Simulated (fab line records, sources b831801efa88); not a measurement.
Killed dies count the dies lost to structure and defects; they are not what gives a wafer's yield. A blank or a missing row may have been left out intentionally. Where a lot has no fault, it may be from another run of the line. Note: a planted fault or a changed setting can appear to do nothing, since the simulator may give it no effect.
Matching of chambers | flow gf180mcu | pecvd-02 running GF_CONTACT_CVD_02: 3 sister chambers
The step deposits SiO2 from TEOS, target thk 860 nm, time 95.992 s. 3 wafers are shown with their chamber, then 8 later ones without.

## WAFERS, EACH WITH ITS CHAMBER
wafer  | chamber | heater-power-w (W)
L748.4 | 2       | 728
L756.5 | 0       | 689
L757.1 | 1       | 759

## WAFERS WHOSE CHAMBER IS MISSING
wafer  | heater-power-w (W)
L757.4 | 783
L757.5 | 716
L765.1 | 680
L765.2 | 745
L765.5 | 740
L766.3 | 788
L766.5 | 809
L766.6 | 636

## WHICH CHAMBER EACH WENT THROUGH
wafer  | from the rows above          | in truth
L757.4 | can't be placed: 1 or 2      | 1
L757.5 | can't be placed: 2 or 0 or 1 | 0
L765.1 | can't be placed: 0 or 2      | 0
L765.2 | can't be placed: 1 or 2 or 0 | 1
L765.5 | can't be placed: 2 or 1 or 0 | 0
L766.3 | can't be placed: 1 or 2      | 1
L766.5 | can't be placed: 1 or 2      | 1
L766.6 | can't be placed: 0 or 2      | 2
Correct placement for 0 of the 8. These rows do not allow placing 8 (true chamber among the candidates in 8). Placed wrongly: 0.
How it was worked out, from the rows above alone: a wafer's distance from a chamber is the root of the sum, over the readings, of the square of ((its reading less the chamber's mean) divided by the reading's scatter). If the next closest chamber is less than 2 further off than the closest, the wafer can't be placed; otherwise it belongs to the closest. A chamber's mean is the mean of its shown wafers. The scatter: with one shown wafer a chamber, the root of the mean of the squares of how far each hidden wafer lies from its nearest shown one.
